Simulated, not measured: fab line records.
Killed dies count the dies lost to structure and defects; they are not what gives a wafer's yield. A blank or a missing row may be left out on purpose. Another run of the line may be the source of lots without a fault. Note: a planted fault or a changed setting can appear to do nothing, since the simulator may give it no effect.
2 desks looking at one fault / flow sky130 / each desk has only its own numbers; what lay behind them comes last

== FROM THE METROLOGY DESK ==
What the gauges read for every lot (on any tool): the sampled wafers with a number, averaged. Marked OUT: a lot whose mean sits more than 4 standard deviations from the usual mean, which makes it out of limits; the brackets give that distance.
Columns: A = LDD_P_TW at SKY_LDD_P_TW_MEAS_11, usual 628; B = LDD_HVP_OVL at SKY_LDD_HVP_OVL_MEAS_07, usual 0.4 nm; C = SD_N_RS at SKY_SD_N_RS_MEAS_16, usual 68.63 ohm/sq
lot=L462; first seen here=day 19 12:05; A=626; B=0.4; C=68.57
lot=L464; first seen here=day 20 13:40; A=624; B=0.9; C=68.72
lot=L465; first seen here=day 20 19:07; A=631; B=0.4; C=68.52
lot=L466; first seen here=day 21 10:17; A=627; B=1.9; C=68.47
lot=L468; first seen here=day 22 08:04; A=630; B=0.4; C=68.61
lot=L469; first seen here=day 22 12:05; A=631; B=1.7; C=68.50
lot=L470; first seen here=day 22 23:42; A=631; B=-0.8; C=68.63
lot=L471; first seen here=day 23 00:59; A=626; B=-0.1; C=68.60
lot=L473; first seen here=day 24 05:35; A=629; B=-1.3; C=68.66
lot=L482; first seen here=day 26 13:16; A=628; B=-1.1; C=70.46 (+18) OUT
lot=L484; first seen here=day 26 17:59; A=625; B=-1.0; C=68.63
lot=L483; first seen here=day 26 18:59; A=631; B=-0.1; C=70.63 (+20) OUT
lot=L485; first seen here=day 27 13:17; A=623; B=-0.1; C=68.70
This desk's result: L482, L483 out of limits, first on L482 (SD_N_RS at SKY_SD_N_RS_MEAS_16), day 34 19:17. L462, L464, L465, L466, L468, L469, L470, L471, L473, L484, L485: within limits.

== THE TOOL OWNER'S DESK: implanter-01 ==
The tool's own readings at SKY_SD_N_IMPLANT_10, given as means over the sampled wafers that have a number, one for each lot that went through this tool. Marked OUT: a lot whose mean sits more than 4 standard deviations from the usual mean, which makes it out of limits; the brackets give that distance.
Columns: A = beamOnS at SKY_SD_N_IMPLANT_10, usual 10.6 s; B = doseIonsCm2 at SKY_SD_N_IMPLANT_10, usual 9.996e+13; C = faradayCurrentUA at SKY_SD_N_IMPLANT_10, usual 534
lot=L462; first seen here=day 28 08:35; A=11.2; B=9.992e+13; C=503
lot=L465; first seen here=day 29 13:34; A=11.2; B=1.000e+14; C=502
lot=L471; first seen here=day 31 13:32; A=11.5; B=1.000e+14; C=492
lot=L482; first seen here=day 34 18:46; A=10.0; B=9.890e+12 (-99 or more) OUT; C=56 (-14) OUT
lot=L483; first seen here=day 34 23:07; A=9.9; B=1.005e+13 (-99 or more) OUT; C=57 (-14) OUT
This desk's verdict: out of limits on L482, L483, starting with L482 at day 34 18:46 (doseIonsCm2 at SKY_SD_N_IMPLANT_10). L462, L465, L471: within limits.

== TAKEN TOGETHER ==
The tool owner's desk had the chance to raise an alarm at day 34 18:46 on L482, L483.
L482, L483 would have let the metrology desk raise an alarm at day 34 19:17.
SKY_SD_N_IMPLANT_10 was run on implanter-01 by each of the lots named.

== WHAT THE SIMULATOR PUT IN ==
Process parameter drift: implanter-01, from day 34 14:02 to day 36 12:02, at SKY_SD_N_IMPLANT_10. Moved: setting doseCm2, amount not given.
Struck lots among those shown: L482, L483.
Time in hours from fault onset to the first out-of-limits reading at each desk: tool owner's desk 5, metrology desk 5.
